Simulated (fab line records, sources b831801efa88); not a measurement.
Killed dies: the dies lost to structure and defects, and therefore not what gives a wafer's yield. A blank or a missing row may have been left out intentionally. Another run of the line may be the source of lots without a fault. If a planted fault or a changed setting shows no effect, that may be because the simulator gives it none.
Which tool did it?	flow gf180mcu	12 lots (36 wafers sampled), 1 step of a 602-step route

WHAT EACH GAUGE READ, for each wafer
GF_M3_RS_MEAS_05: the measuring method here is four-point-probe.
lot	measured	on	M3_ALCU_RS (ohm/sq)
L075	day 21 08:06	filmMetro-02	0.0698 0.0697 0.0693
L077	day 21 14:15	filmMetro-01	0.0698 0.0710 0.0709
L079	day 22 17:16	filmMetro-03	0.0684 0.0695 0.0696
L080	day 23 05:14	filmMetro-03	0.0710 0.0692 0.0691
L083	day 23 20:52	filmMetro-02	0.0691 0.0695 0.0699
L085	day 24 08:32	filmMetro-02	0.0708 0.0699 0.0698
L087	day 24 22:27	filmMetro-03	0.0702 0.0699 0.0700
L089	day 25 14:21	filmMetro-03	0.0693 0.0697 0.0690
L091	day 26 08:14	filmMetro-03	0.0698 0.0695 0.0692
L093	day 26 16:19	filmMetro-02	0.0698 0.0700 0.0693
L095	day 27 11:14	filmMetro-03	0.0698 0.0694 0.0702
L097	day 27 18:32	filmMetro-01	0.0692 0.0694 0.0679

TOOL THAT RAN EACH LOT (tool first, then ch and the chambers of the sampled wafers, then the start)
There is no process step in the record ahead of these readings.

THE ANSWER, worked out from the rows above alone
Rule: the usual values come from the lots themselves. The widest of any qualifying gaps counts: lots, ordered by their means at a reading, are off when they make up no more than a third of the lots, leave a main group of 4 or more, and stand apart from it by 3 or more times the standard deviation of that group's means. Not used: any main group whose means are identical at the precision the tables above print for the reading. Also off: a lot with no number at a reading for which 4 or more lots have one. The other lots that the step has rows for count as sound.
Across all readings shown, no lot is off: no conclusion can be drawn from this.

WHAT THE SIMULATOR HAD INSERTED
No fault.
